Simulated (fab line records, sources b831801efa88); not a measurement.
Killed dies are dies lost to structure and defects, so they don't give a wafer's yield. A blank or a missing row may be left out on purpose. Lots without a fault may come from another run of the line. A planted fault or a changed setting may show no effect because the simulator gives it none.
fab line records | flow gf180mcu
record lots=6 wafers=18 last_day=33
route steps=602 shown POLY_GATE@157 HV_LDD@176
lots that met no fault: from a run of the same line without faults
start_h: hours from the record's first day to the start of the lot's first wafer shown | wait_h: hours since the lot's step before | " the same as in the row above | L1.1+2: a row that stands for several wafers | - no value, or no start given | * or withheld: withheld | < > ~ a bound
route shown NAME@n: a module of which the file shows steps, and the number in the route of the first | usual: mean/standard deviation of fault-free wafers | same: alike in all rows | chamber/n: place in a boat | sites: the reading at each site | _std_site: their standard deviation | _edge_site: outer sites' mean less inner sites' | radius_mm: how far each site lies from the wafer's centre | mask NAME#n: copy n | behind: the tool/chamber that last shaped the wafer | hold: why the lot was held/for how many hours/how that ended | device: the transistor (n, p or np) that didn't switch | end of line: the same wafers' tests at the end of the route | a step without rows: its recipe alone | killed: dies lost to structure and defects at the first sort, not the wafer's yield | map: a wafer's dies, x killed, . not, _ none there
set.NAME: the setting as run; set.NAME@STEP: as run at that earlier step | model.NAME: the simulator's own value behind a step, which no gauge read
lots at some steps of the route; a table a step, a row a wafer
services: from which hour (start_h, from the record's first day; less than 0 if before it) a tool's chamber was out of use, for how many hours, and why
## steps
# step GF_POLY_GATE_CVD_00
# recipe material=poly-Si target_thk_nm=200 temp_c=620 time_s=1200 pressure_mtorr=200
# step GF_POLY_GATE_THK_MEAS_01
# recipe reads=poly-Si_of_POLY_GATE_CVD_00
# usual POLY_GATE_CVD_00_THK=199.2/2.3
# columns lot.wafer tool chamber start_h wait_h POLY_GATE_CVD_00_THK[nm]
L970.2 film_metro-02 - 214.60 0.0 199.1
L970.4 " - " " 199.9
L970.5 " - " " 200.4
L979.2 film_metro-02 - 279.26 0.0 202.4
L979.3 " - " " 201.1
L979.4 " - " " 203.1
L980.3 film_metro-03 - 280.83 0.0 199.9
L980.4 " - " " 198.4
L980.5 " - " " 198.7
L981.3 film_metro-03 - 287.04 0.0 200.1
L981.4 " - " " 199.4
L981.5 " - " " 199.1
L983.3 film_metro-02 - 312.22 0.0 200.2
L983.5 " - " " 199.4
L983.6 " - " " 198.0
L986.2 film_metro-01 - 322.42 0.0 199.5
L986.3 " - " " 197.8
L986.5 " - " " 200.5
# step GF_POLY_GATE_DEHYDRATE_02
# recipe temp_c=200 time_s=60
# step GF_POLY_GATE_HMDS_03
# recipe prime_time_s=60 prime_temp_c=120
# step GF_POLY_GATE_COAT_04
# recipe resist=BARC temp_c=withheld time_s=withheld spin_rpm=withheld resist_thk_nm=withheld
# step GF_POLY_GATE_COAT_05
# recipe resist=KrF spin_rpm=withheld resist_thk_nm=700
# step GF_POLY_GATE_SOFTBAKE_06
# recipe temp_c=130 time_s=60 resist=KrF
# step GF_POLY_GATE_EXPOSE_07
# recipe mask_id=Poly2 target_cd_nm=280 na=0.68 source_shape=conventional sigma_outer=0.6 dose_mj=28
# step GF_POLY_GATE_PEB_08
# recipe peb_temp_c=135 peb_time_s=90 resist=KrF
# step GF_POLY_GATE_DEVELOP_09
# recipe develop_time_s=60 resist=KrF dev_temp_c=21
# step GF_POLY_GATE_CD_MEAS_10
# recipe target_cd_nm=280
# usual cd_nm=279.8/1.1
# columns lot.wafer tool chamber start_h wait_h cd_nm
L970.2 cd_sem-01 - 232.48 0.1 280.8
L970.4 " - " " 280.0
L970.5 " - " " 280.5
L979.2 cd_sem-01 - 299.46 0.1 279.2
L979.3 " - " " 278.3
L979.4 " - " " 279.4
L980.3 cd_sem-01 - 301.09 0.1 278.7
L980.4 " - " " 278.3
L980.5 " - " " 279.5
L981.3 cd_sem-01 - 306.95 0.1 280.5
L981.4 " - " " 279.8
L981.5 " - " " 280.9
L983.3 cd_sem-02 - 333.49 0.1 278.2
L983.5 " - " " 277.8
L983.6 " - " " 276.9
L986.2 cd_sem-02 - 343.32 0.1 280.1
L986.3 " - " " 281.7
L986.5 " - " " 281.1
# step GF_POLY_GATE_OVL_MEAS_11
# usual POLY_GATE_OVL=0/4.8
# columns lot.wafer tool chamber start_h wait_h POLY_GATE_OVL[nm]
L970.2 overlay-01 - 232.58 0.1 -6
L970.4 " - " " -7
L970.5 " - " " -7
L979.2 overlay-01 - 299.57 0.1 -3
L979.3 " - " " -4
L979.4 " - " " -3
L980.3 overlay-01 - 301.19 0.1 0
L980.4 " - " " 0
L980.5 " - " " -1
L981.3 overlay-01 - 307.04 0.1 10
L981.4 " - " " 0
L981.5 " - " " 8
L983.3 overlay-01 - 333.59 0.1 -4
L983.5 " - " " 0
L983.6 " - " " -3
L986.2 overlay-02 - 343.43 0.1 0
L986.3 " - " " -1
L986.5 " - " " 3
# step GF_POLY_GATE_ETCH_12
# recipe chemistry=N2/H2 target_depth_a=withheld overetch_a=withheld time_s=withheld target=BARC ion_energy_ev=200 source_w=500 bias_w=100 pressure_mtorr=30 n2_flow_sccm=100 h2_flow_sccm=200
# usual bias_w=100.0/0.32 chamber_pressure_mTorr=29.997/0.026 drypump_motor_current_A=5.6/0.54 h2_flow_sccm=200.0/0.61 oes_product_au=0.736/0.0049 throttle_valve_pct=13.214/0.0095
# columns lot.wafer tool chamber start_h wait_h bias_w chamber_pressure_mTorr drypump_motor_current_A h2_flow_sccm oes_product_au throttle_valve_pct
L970.2 rie_diel-04 3 232.61 0.0 100.2 30.012 5.3 199.4 0.741 13.217
L970.4 " 2 " " 99.8 30.039 4.9 198.9 0.739 13.221
L970.5 " 0 " " 99.9 30.009 5.6 199.9 0.722 13.213
L979.2 rie_diel-03 1 299.60 0.0 - - - - - -
L979.3 " 2 " " - - - - - -
L979.4 " 0 " " - - - - - -
L980.3 rie_diel-01 1 301.21 0.0 - - - - - -
L980.4 " 2 " " - - - - - -
L980.5 " 0 " " - - - - - -
L981.3 rie_diel-04 0 307.06 0.0 100.1 30.014 5.6 199.8 0.747 13.196
L981.4 " 2 " " 100.1 29.969 4.9 200.1 0.741 13.189
L981.5 " 1 " " 100.2 29.986 5.6 199.4 0.732 13.219
L983.3 rie_diel-03 2 333.61 0.0 99.9 29.981 5.5 199.8 0.730 13.215
L983.5 " 3 " " 99.9 29.926 5.9 201.1 0.736 13.227
L983.6 " 0 " " 99.3 29.976 6.0 199.1 0.742 13.214
L986.2 rie_diel-01 1 343.46 0.0 100.3 29.968 4.8 199.9 0.732 13.214
L986.3 " 3 " " 99.6 30.001 6.4 201.0 0.742 13.218
L986.5 " 1 " " 99.7 30.021 4.8 199.2 0.732 13.212
# step GF_POLY_GATE_ETCH_13
# recipe target=poly-Si target_depth_nm=198.5 stop_on=SiO2 over_etch_frac=0.403 chemistry=HBr/Cl2 icp_w=400 bias_w=100 pressure_mtorr=10 HBr_flow_sccm=150 Cl2_flow_sccm=50 time_s=69.6
# usual HBr_flow_sccm=149.9/0.47 bias_w=99.9/0.3 drypump_motor_current_A=6.0/0.41 oes_product_au=0.987/0.0072 throttle_valve_pct=33.682/0.0089
# columns lot.wafer tool chamber start_h wait_h HBr_flow_sccm bias_w drypump_motor_current_A oes_product_au rf_hours_counter_h throttle_valve_pct
L970.2 rie_si-02 3 232.66 - 150.4 100.2 6.7 0.990 104 33.704
L970.4 " 0 " " 149.0 99.4 5.4 0.994 86 33.689
L970.5 " 3 " " 150.5 100.3 6.7 0.996 - 33.676
L979.2 rie_si-02 2 299.65 - 149.6 100.2 6.4 0.267 86 33.679
L979.3 " 1 " " 149.2 99.8 5.7 0.274 4 33.684
L979.4 " 1 " " 150.2 99.8 5.6 0.274 - 33.691
L980.3 rie_si-01 0 301.26 - 150.3 100.4 5.8 0.261 5 33.673
L980.4 " 1 " " 149.9 100.0 5.9 0.272 1 33.678
L980.5 " 2 " " 149.8 99.8 5.8 0.274 - 33.682
L981.3 rie_si-01 1 307.11 - 149.9 99.7 5.9 0.991 1 33.688
L981.4 " 0 " " 149.7 100.3 5.8 0.994 5 33.677
L981.5 " 1 " " 149.5 100.3 5.9 0.986 - 33.683
L983.3 rie_si-02 1 333.66 - 150.3 100.1 5.6 0.989 4 33.681
L983.5 " 2 " " 149.6 100.2 6.4 0.988 - 33.691
L983.6 " 3 " " 150.0 99.8 6.7 0.987 - 33.686
L986.2 rie_si-01 3 343.51 - 150.9 99.9 5.8 0.982 6 33.682
L986.3 " 1 " " 150.0 100.2 5.9 0.982 2 33.696
L986.5 " 0 " " 150.1 100.2 5.8 1.007 - 33.688
# step GF_POLY_GATE_STRIP_14
# recipe chemistry=O2/N2 power_w=1400 pressure_mtorr=1500 platen_temp_c=250 o2_flow_sccm=3000 n2_flow_sccm=300 overash_fraction=0.5
# usual drypump_motor_current_A=5.9/0.46 heater_power_w=334/22 oes_product_au=0.506/0.0045 platen_temp_c=250.00/0.18
# columns lot.wafer tool chamber start_h wait_h drypump_motor_current_A heater_power_w oes_product_au platen_temp_c rf_hours_counter_h
L970.2 plasma_asher-01 1 232.72 0.0 6.1 330 0.495 249.79 60
L970.4 " 1 " " 6.1 340 0.504 249.83 -
L970.5 " 0 " " 6.4 290 0.495 250.25 -
L979.2 plasma_asher-04 0 299.70 0.0 5.8 360 0.528 250.11 50
L979.3 " 0 " " 5.8 358 0.532 250.09 -
L979.4 " 1 " " 5.1 318 0.521 250.24 -
L980.3 plasma_asher-03 1 301.35 0.1 5.6 349 0.527 249.99 -
L980.4 " 0 " " 6.3 342 0.530 250.23 -
L980.5 " 0 " " 6.4 348 0.531 249.77 -
L981.3 plasma_asher-04 0 307.20 0.1 5.8 361 0.507 249.92 -
L981.4 " 1 " " 5.0 323 0.507 249.99 -
L981.5 " 0 " " 5.8 352 0.500 250.05 -
L983.3 plasma_asher-04 0 333.75 0.1 5.9 351 0.519 249.89 -
L983.5 " 1 " " 5.0 321 0.504 250.15 -
L983.6 " 0 " " 5.8 359 0.499 250.00 -
L986.2 plasma_asher-01 0 343.57 0.0 6.4 296 0.499 250.04 72
L986.3 " 1 " " 6.1 325 0.510 249.88 -
L986.5 " 1 " " 6.1 322 0.514 249.83 -
# step GF_POLY_GATE_CLEAN_15
# recipe chemistry=SC1/SC2 mix=1:4:20 temp_c=70 time_s=150 dry=n2_spin
# step GF_POLY_GATE_OXIDATION_16
# recipe temp_c=850 ambient=O2 stabilise_s=600 purge_s=300 target_thk_a=40 ox_time_s=899
# step GF_POLY_GATE_THK_MEAS_17
# recipe reads=SiO2_of_POLY_GATE_OXIDATION_16
# usual POLY_GATE_OXIDATION_THK=3.99/0.087
# columns lot.wafer tool chamber start_h wait_h POLY_GATE_OXIDATION_THK[nm]
L970.2 film_metro-03 - 236.01 0.0 3.89
L970.4 " - " " 3.96
L970.5 " - " " 4.03
L979.2 film_metro-02 - 301.11 0.0 3.99
L979.3 " - " " 4.16
L979.4 " - " " 4.08
L980.3 film_metro-02 - 302.78 0.0 4.00
L980.4 " - " " 3.95
L980.5 " - " " 3.97
L981.3 film_metro-02 - 309.17 0.0 3.90
L981.4 " - " " 3.98
L981.5 " - " " 3.97
L983.3 film_metro-01 - 336.07 0.0 4.04
L983.5 " - " " 4.00
L983.6 " - " " 4.07
L986.2 film_metro-02 - 345.15 0.0 4.05
L986.3 " - " " 3.99
L986.5 " - " " 4.01
# step GF_POLY_GATE_CD_MEAS_18
# usual cd_nm=280.0/1.3
# columns lot.wafer tool chamber start_h wait_h cd_nm
L970.2 cd_sem-02 - 236.09 0.1 280.6
L970.4 " - " " 281.3
L970.5 " - " " 279.2
L979.2 cd_sem-01 - 301.20 0.1 -
L979.3 " - " " -
L979.4 " - " " -
L980.3 cd_sem-02 - 302.88 0.1 -
L980.4 " - " " -
L980.5 " - " " -
L981.3 cd_sem-01 - 309.26 0.1 281.0
L981.4 " - " " 279.1
L981.5 " - " " 280.0
L983.3 cd_sem-02 - 336.17 0.1 278.7
L983.5 " - " " 277.4
L983.6 " - " " 276.6
L986.2 cd_sem-02 - 345.23 0.1 280.0
L986.3 " - " " 281.8
L986.5 " - " " 281.6
# step GF_HV_LDD_DEHYDRATE_00
# recipe temp_c=200 time_s=60
## services
# columns tool chamber start_h hours kind
rie_diel-04 0 212.67 - clean
rie_diel-04 0 212.67 16.3 scheduled_down
rie_diel-04 0 212.67 16.3 vent_cycle
rie_diel-03 0 221.72 - clean
rie_diel-03 0 221.72 21.8 scheduled_down
rie_diel-01 1 222.00 10.8 repair
plasma_asher-03 - 228.10 5.1 pm
rie_diel-04 0 233.75 5.5 repair
rie_diel-03 1 235.37 4.1 repair
plasma_asher-04 - 238.05 1.4 repair
plasma_asher-04 - 239.25 1.0 repair
rie_si-02 1 239.31 6.6 repair
rie_diel-04 2 275.96 6.7 repair
rie_si-01 - 280.24 2.8 pm
rie_diel-01 2 282.74 12.1 repair
rie_si-02 3 284.19 - clean
rie_si-02 3 284.19 19.1 scheduled_down
rie_si-02 3 284.19 19.1 vent_cycle
rie_diel-01 0 284.46 10.9 repair
plasma_asher-01 - 288.54 0.9 repair
rie_diel-04 0 289.29 3.8 repair
rie_diel-01 3 297.57 5.7 repair
plasma_asher-04 - 308.55 14.6 pm
rie_diel-03 3 309.54 15.6 repair
## key
first_sign step=GF_POLY_GATE_ETCH_12 reading=tool_record direction=missing
effect step=GF_POLY_GATE_ETCH_13 reading=oes_product_au direction=down sigmas=99 usual=0.987 struck=0.270
effect step=GF_POLY_GATE_STRIP_14 reading=oes_product_au direction=up sigmas=4.9 usual=0.506 struck=0.528
effect step=GF_POLY_GATE_CD_MEAS_18 reading=cd_nm direction=missing
met_at GF_POLY_GATE_ETCH_12
struck_wafers L979.2,L979.3,L979.4,L980.3,L980.4,L980.5
later_rows_left_out L979.2,L979.3,L979.4,L980.3,L980.4,L980.5
sort_left_out L979.2,L979.3,L979.4,L980.3,L980.4,L980.5
tester_left_out L979,L980
fault kind=skipped_step_whole tool=rie_diel-01,rie_diel-03 chamber=- onset_h=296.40 steps=GF_POLY_GATE_ETCH_12 scope=struck_lots_only
# tester_left_out: of these lots the tester's yield and bins aren't shown, on N5 and GAA mostly nor the transistor test; their killed dies are dies lost to structure and defects alone, not to doping, threshold or leakage, so they don't give the yield
# sort_left_out: the simulated sort isn't trusted on such a fault, so these wafers' sort isn't shown, and their yield isn't known
# later_rows_left_out: the simulator's readings of these wafers behind a module that went badly wrong aren't trusted and aren't shown, but for the sort
